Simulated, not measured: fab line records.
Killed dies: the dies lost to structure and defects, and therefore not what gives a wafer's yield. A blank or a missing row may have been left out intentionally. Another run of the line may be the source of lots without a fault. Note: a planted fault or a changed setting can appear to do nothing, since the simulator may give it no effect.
The tool behind it: which one? || flow sky130 || 24 lots with 72 wafers sampled at 4 steps, on a route of 708 steps

## WHAT EACH GAUGE READ, for each wafer
SKY_METAL2_CD_MEAS_15 targets a cd of 140 nm.
{"lot": "L074", "measured": "day 35 04:02", "on": "cd_sem-01", "cd_nm (nm)": "139.9 141.5 139.1"}
{"lot": "L075", "measured": "day 35 09:05", "on": "cd_sem-02", "cd_nm (nm)": "140.8 142.1 140.8"}
{"lot": "L076", "measured": "day 35 16:35", "on": "cd_sem-01", "cd_nm (nm)": "139.4 139.1 140.2"}
{"lot": "L077", "measured": "day 36 04:14", "on": "cd_sem-01", "cd_nm (nm)": "140.4 140.5 140.0"}
{"lot": "L078", "measured": "day 36 11:16", "on": "cd_sem-01", "cd_nm (nm)": "137.5 137.8 139.6"}
{"lot": "L079", "measured": "day 37 02:20", "on": "cd_sem-01", "cd_nm (nm)": "141.2 141.0 139.7"}
{"lot": "L080", "measured": "day 37 15:20", "on": "cd_sem-02", "cd_nm (nm)": "142.6 141.3 143.4"}
{"lot": "L081", "measured": "day 37 16:13", "on": "cd_sem-02", "cd_nm (nm)": "138.7 139.0 138.3"}
{"lot": "L083", "measured": "day 38 03:37", "on": "cd_sem-02", "cd_nm (nm)": "139.1 138.5 139.5"}
{"lot": "L082", "measured": "day 38 09:29", "on": "cd_sem-02", "cd_nm (nm)": "139.4 139.7 140.2"}
{"lot": "L084", "measured": "day 38 10:20", "on": "cd_sem-02", "cd_nm (nm)": "141.1 141.7 140.7"}
{"lot": "L086", "measured": "day 39 00:28", "on": "cd_sem-02", "cd_nm (nm)": "137.7 138.8 139.0"}
{"lot": "L085", "measured": "day 39 06:46", "on": "cd_sem-01", "cd_nm (nm)": "140.3 142.0 141.0"}
{"lot": "L087", "measured": "day 39 17:26", "on": "cd_sem-02", "cd_nm (nm)": "140.4 141.4 141.6"}
{"lot": "L088", "measured": "day 39 22:55", "on": "cd_sem-01", "cd_nm (nm)": "137.3 136.3 136.0"}
{"lot": "L089", "measured": "day 40 02:50", "on": "cd_sem-01", "cd_nm (nm)": "139.6 139.1 139.2"}
{"lot": "L090", "measured": "day 40 07:37", "on": "cd_sem-01", "cd_nm (nm)": "137.8 137.7 139.0"}
{"lot": "L091", "measured": "day 40 11:07", "on": "cd_sem-02", "cd_nm (nm)": "138.5 138.7 138.0"}
{"lot": "L092", "measured": "day 40 22:23", "on": "cd_sem-01", "cd_nm (nm)": "141.3 141.2 140.2"}
{"lot": "L093", "measured": "day 41 06:16", "on": "cd_sem-01", "cd_nm (nm)": "139.0 139.0 138.1"}
{"lot": "L094", "measured": "day 41 09:50", "on": "cd_sem-01", "cd_nm (nm)": "140.7 139.3 139.7"}
{"lot": "L095", "measured": "day 41 23:37", "on": "cd_sem-01", "cd_nm (nm)": "137.7 138.8 138.9"}
{"lot": "L097", "measured": "day 42 14:16", "on": "cd_sem-01", "cd_nm (nm)": "142.1 141.8 143.5"}
{"lot": "L096", "measured": "day 42 15:28", "on": "cd_sem-02", "cd_nm (nm)": "140.6 140.1 140.5"}

SKY_CAP2M_RS_MEAS_03: uses a four-point probe to measure.
{"lot": "L074", "measured": "day 39 19:08", "on": "film_metro-04", "CAP2M_TIN_RS (ohm/sq)": "7.26 7.25 7.26"}
{"lot": "L075", "measured": "day 39 23:08", "on": "film_metro-02", "CAP2M_TIN_RS (ohm/sq)": "7.20 7.54 7.38"}
{"lot": "L076", "measured": "day 40 07:32", "on": "film_metro-04", "CAP2M_TIN_RS (ohm/sq)": "7.36 7.30 7.30"}
{"lot": "L077", "measured": "day 40 18:27", "on": "film_metro-04", "CAP2M_TIN_RS (ohm/sq)": "7.26 7.36 7.32"}
{"lot": "L078", "measured": "day 41 00:34", "on": "film_metro-02", "CAP2M_TIN_RS (ohm/sq)": "7.31 7.21 7.20"}
{"lot": "L079", "measured": "day 41 12:05", "on": "film_metro-02", "CAP2M_TIN_RS (ohm/sq)": "7.13 7.18 7.13"}
{"lot": "L080", "measured": "day 42 02:53", "on": "film_metro-02", "CAP2M_TIN_RS (ohm/sq)": "7.21 7.29 7.27"}
{"lot": "L081", "measured": "day 42 03:11", "on": "film_metro-04", "CAP2M_TIN_RS (ohm/sq)": "7.22 7.40 7.35"}
{"lot": "L083", "measured": "day 42 12:46", "on": "film_metro-01", "CAP2M_TIN_RS (ohm/sq)": "7.24 7.29 7.41"}
{"lot": "L082", "measured": "day 42 18:55", "on": "film_metro-04", "CAP2M_TIN_RS (ohm/sq)": "7.19 7.19 7.23"}
{"lot": "L084", "measured": "day 42 20:08", "on": "film_metro-04", "CAP2M_TIN_RS (ohm/sq)": "7.26 7.19 7.19"}
{"lot": "L086", "measured": "day 43 09:12", "on": "film_metro-04", "CAP2M_TIN_RS (ohm/sq)": "7.16 7.26 7.22"}
{"lot": "L085", "measured": "day 43 14:08", "on": "film_metro-04", "CAP2M_TIN_RS (ohm/sq)": "7.09 7.17 7.06"}
{"lot": "L087", "measured": "day 44 00:05", "on": "film_metro-01", "CAP2M_TIN_RS (ohm/sq)": "7.34 7.29 7.17"}
{"lot": "L088", "measured": "day 44 05:04", "on": "film_metro-02", "CAP2M_TIN_RS (ohm/sq)": "7.26 7.39 7.39"}
{"lot": "L089", "measured": "day 44 09:13", "on": "film_metro-02", "CAP2M_TIN_RS (ohm/sq)": "7.03 7.07 7.08"}
{"lot": "L090", "measured": "day 44 13:17", "on": "film_metro-02", "CAP2M_TIN_RS (ohm/sq)": "7.09 7.15 7.09"}
{"lot": "L091", "measured": "day 44 16:07", "on": "film_metro-04", "CAP2M_TIN_RS (ohm/sq)": "7.31 7.16 7.17"}
{"lot": "L092", "measured": "day 45 00:56", "on": "film_metro-01", "CAP2M_TIN_RS (ohm/sq)": "7.27 7.13 7.22"}
{"lot": "L093", "measured": "day 45 09:31", "on": "film_metro-02", "CAP2M_TIN_RS (ohm/sq)": "7.11 7.10 7.09"}
{"lot": "L094", "measured": "day 45 12:32", "on": "film_metro-02", "CAP2M_TIN_RS (ohm/sq)": "7.07 7.19 6.98"}
{"lot": "L095", "measured": "day 46 00:45", "on": "film_metro-04", "CAP2M_TIN_RS (ohm/sq)": "7.10 7.17 7.07"}
{"lot": "L097", "measured": "day 46 13:08", "on": "film_metro-02", "CAP2M_TIN_RS (ohm/sq)": "7.20 7.23 7.22"}
{"lot": "L096", "measured": "day 46 13:47", "on": "film_metro-04", "CAP2M_TIN_RS (ohm/sq)": "7.10 7.17 7.10"}

SKY_METAL4_CD_MEAS_13 targets a cd of 300 nm.
{"lot": "L074", "measured": "day 41 20:52", "on": "cd_sem-02", "cd_nm (nm)": "299.0 300.1 298.5"}
{"lot": "L075", "measured": "day 42 00:14", "on": "cd_sem-02", "cd_nm (nm)": "297.7 298.8 298.9"}
{"lot": "L076", "measured": "day 42 07:54", "on": "cd_sem-02", "cd_nm (nm)": "300.0 299.7 301.3"}
{"lot": "L077", "measured": "day 42 19:05", "on": "cd_sem-02", "cd_nm (nm)": "300.4 299.8 299.3"}
{"lot": "L078", "measured": "day 43 01:02", "on": "cd_sem-01", "cd_nm (nm)": "296.8 297.0 297.9"}
{"lot": "L079", "measured": "day 43 11:53", "on": "cd_sem-02", "cd_nm (nm)": "301.1 301.9 302.2"}
{"lot": "L080", "measured": "day 44 01:25", "on": "cd_sem-02", "cd_nm (nm)": "297.9 298.3 299.3"}
{"lot": "L081", "measured": "day 44 02:16", "on": "cd_sem-02", "cd_nm (nm)": "300.3 301.8 299.6"}
{"lot": "L083", "measured": "day 44 11:01", "on": "cd_sem-01", "cd_nm (nm)": "299.0 298.9 299.8"}
{"lot": "L082", "measured": "day 44 16:56", "on": "cd_sem-02", "cd_nm (nm)": "300.6 300.0 302.8"}
{"lot": "L084", "measured": "day 44 18:28", "on": "cd_sem-01", "cd_nm (nm)": "299.9 298.8 299.4"}
{"lot": "L086", "measured": "day 45 06:40", "on": "cd_sem-02", "cd_nm (nm)": "298.5 299.4 298.9"}
{"lot": "L085", "measured": "day 45 10:43", "on": "cd_sem-02", "cd_nm (nm)": "301.3 300.9 301.5"}
{"lot": "L087", "measured": "day 45 20:07", "on": "cd_sem-02", "cd_nm (nm)": "298.6 299.3 300.5"}
{"lot": "L088", "measured": "day 46 00:22", "on": "cd_sem-01", "cd_nm (nm)": "301.2 300.8 301.4"}
{"lot": "L089", "measured": "day 46 04:53", "on": "cd_sem-02", "cd_nm (nm)": "301.5 302.8 302.5"}
{"lot": "L090", "measured": "day 46 08:34", "on": "cd_sem-02", "cd_nm (nm)": "300.5 301.9 301.9"}
{"lot": "L091", "measured": "day 46 10:37", "on": "cd_sem-01", "cd_nm (nm)": "303.3 301.5 303.1"}
{"lot": "L092", "measured": "day 46 19:35", "on": "cd_sem-01", "cd_nm (nm)": "301.2 299.6 300.5"}
{"lot": "L093", "measured": "day 47 03:28", "on": "cd_sem-01", "cd_nm (nm)": "300.7 300.0 300.2"}
{"lot": "L094", "measured": "day 47 06:19", "on": "cd_sem-01", "cd_nm (nm)": "299.5 299.4 300.2"}
{"lot": "L095", "measured": "day 47 18:26", "on": "cd_sem-02", "cd_nm (nm)": "299.4 300.6 299.3"}
{"lot": "L097", "measured": "day 48 04:40", "on": "cd_sem-01", "cd_nm (nm)": "298.7 299.2 299.0"}
{"lot": "L096", "measured": "day 48 05:43", "on": "cd_sem-01", "cd_nm (nm)": "301.7 302.1 302.4"}

## WHICH TOOL RAN EACH LOT (tool, then ch and the chambers of the sampled wafers, then the start)
{"lot": "L074", "SKY_VIA2_CVD_21": "cvd_w-02 ch 0,1, day 36 08:29"}
{"lot": "L075", "SKY_VIA2_CVD_21": "cvd_w-02 ch 0, day 36 13:16"}
{"lot": "L076", "SKY_VIA2_CVD_21": "cvd_w-01 ch 0,1, day 36 21:50"}
{"lot": "L077", "SKY_VIA2_CVD_21": "cvd_w-01 ch 0,1, day 37 08:49"}
{"lot": "L078", "SKY_VIA2_CVD_21": "cvd_w-01 ch 1, day 37 16:38"}
{"lot": "L079", "SKY_VIA2_CVD_21": "cvd_w-01 ch 0,1, day 38 06:17"}
{"lot": "L080", "SKY_VIA2_CVD_21": "cvd_w-01 ch 0,1, day 38 19:35"}
{"lot": "L081", "SKY_VIA2_CVD_21": "cvd_w-01 ch 0,1, day 38 20:34"}
{"lot": "L083", "SKY_VIA2_CVD_21": "cvd_w-02 ch 0,1, day 39 06:56"}
{"lot": "L082", "SKY_VIA2_CVD_21": "cvd_w-01 ch 0,1, day 39 13:08"}
{"lot": "L084", "SKY_VIA2_CVD_21": "cvd_w-02 ch 0,1, day 39 14:17"}
{"lot": "L086", "SKY_VIA2_CVD_21": "cvd_w-02 ch 0,1, day 40 04:53"}
{"lot": "L085", "SKY_VIA2_CVD_21": "cvd_w-02 ch 0, day 40 09:46"}
{"lot": "L087", "SKY_VIA2_CVD_21": "cvd_w-02 ch 0, day 40 20:17"}
{"lot": "L088", "SKY_VIA2_CVD_21": "cvd_w-02 ch 0,1, day 41 01:44"}
{"lot": "L089", "SKY_VIA2_CVD_21": "cvd_w-02 ch 1, day 41 05:35"}
{"lot": "L090", "SKY_VIA2_CVD_21": "cvd_w-02 ch 0,1, day 41 10:20"}
{"lot": "L091", "SKY_VIA2_CVD_21": "cvd_w-02 ch 0,1, day 41 13:56"}
{"lot": "L092", "SKY_VIA2_CVD_21": "cvd_w-02 ch 0,1, day 41 23:59"}
{"lot": "L093", "SKY_VIA2_CVD_21": "cvd_w-01 ch 0,1, day 42 08:19"}
{"lot": "L094", "SKY_VIA2_CVD_21": "cvd_w-01 ch 0,1, day 42 12:08"}
{"lot": "L095", "SKY_VIA2_CVD_21": "cvd_w-02 ch 0,1, day 43 01:44"}
{"lot": "L097", "SKY_VIA2_CVD_21": "cvd_w-02 ch 0,1, day 43 15:50"}
{"lot": "L096", "SKY_VIA2_CVD_21": "cvd_w-01 ch 1, day 43 16:44"}
- SKY_VIA2_CVD_21: deposits W, target thk 420 nm, time 126.4 s.

## WHAT THE TOOLS THEMSELVES READ (means of the sampled wafers that have a number; where no wafer has one, the mark that the record gives instead)
SKY_VIA2_CVD_21.
{"lot": "L074", "tool": "cvd_w-02", "heater_power_w (W)": 923}
{"lot": "L075", "tool": "cvd_w-02", "heater_power_w (W)": 951}
{"lot": "L076", "tool": "cvd_w-01", "heater_power_w (W)": 878}
{"lot": "L077", "tool": "cvd_w-01", "heater_power_w (W)": 889}
{"lot": "L078", "tool": "cvd_w-01", "heater_power_w (W)": 901}
{"lot": "L079", "tool": "cvd_w-01", "heater_power_w (W)": 877}
{"lot": "L080", "tool": "cvd_w-01", "heater_power_w (W)": 871}
{"lot": "L081", "tool": "cvd_w-01", "heater_power_w (W)": 871}
{"lot": "L083", "tool": "cvd_w-02", "heater_power_w (W)": 892}
{"lot": "L082", "tool": "cvd_w-01", "heater_power_w (W)": 899}
{"lot": "L084", "tool": "cvd_w-02", "heater_power_w (W)": 880}
{"lot": "L086", "tool": "cvd_w-02", "heater_power_w (W)": 861}
{"lot": "L085", "tool": "cvd_w-02", "heater_power_w (W)": 900}
{"lot": "L087", "tool": "cvd_w-02", "heater_power_w (W)": 883}
{"lot": "L088", "tool": "cvd_w-02", "heater_power_w (W)": 861}
{"lot": "L089", "tool": "cvd_w-02", "heater_power_w (W)": 850}
{"lot": "L090", "tool": "cvd_w-02", "heater_power_w (W)": 865}
{"lot": "L091", "tool": "cvd_w-02", "heater_power_w (W)": 869}
{"lot": "L092", "tool": "cvd_w-02", "heater_power_w (W)": 873}
{"lot": "L093", "tool": "cvd_w-01", "heater_power_w (W)": 879}
{"lot": "L094", "tool": "cvd_w-01", "heater_power_w (W)": 889}
{"lot": "L095", "tool": "cvd_w-02", "heater_power_w (W)": 862}
{"lot": "L097", "tool": "cvd_w-02", "heater_power_w (W)": 866}
{"lot": "L096", "tool": "cvd_w-01", "heater_power_w (W)": 911}

## THE ANSWER, worked out from the rows above alone
Rule: the usual values come from the lots themselves. Put in order of their means at a reading, lots are off if they are a third of the lots or fewer, leave a main group of 4 or more, and stand apart from it by a gap of 3 or more times the standard deviation of the main group's means; of several such gaps the widest counts. The tables above print the reading to a certain number of digits; a main group whose means all agree to those digits is not used. Also off: a lot with no number at a reading for which 4 or more lots have one. Any other lot the step has rows for is counted as sound. Order of review: gauges by route order, followed by the tools' own readings, for which a lot's mean as printed above is used. At the first step where some lot is off, the reading lying furthest off is the one used; lots without a number count as furthest.
Across all readings shown, no lot is off: no conclusion can be drawn from this.

## WHAT THE SIMULATOR HAD INSERTED
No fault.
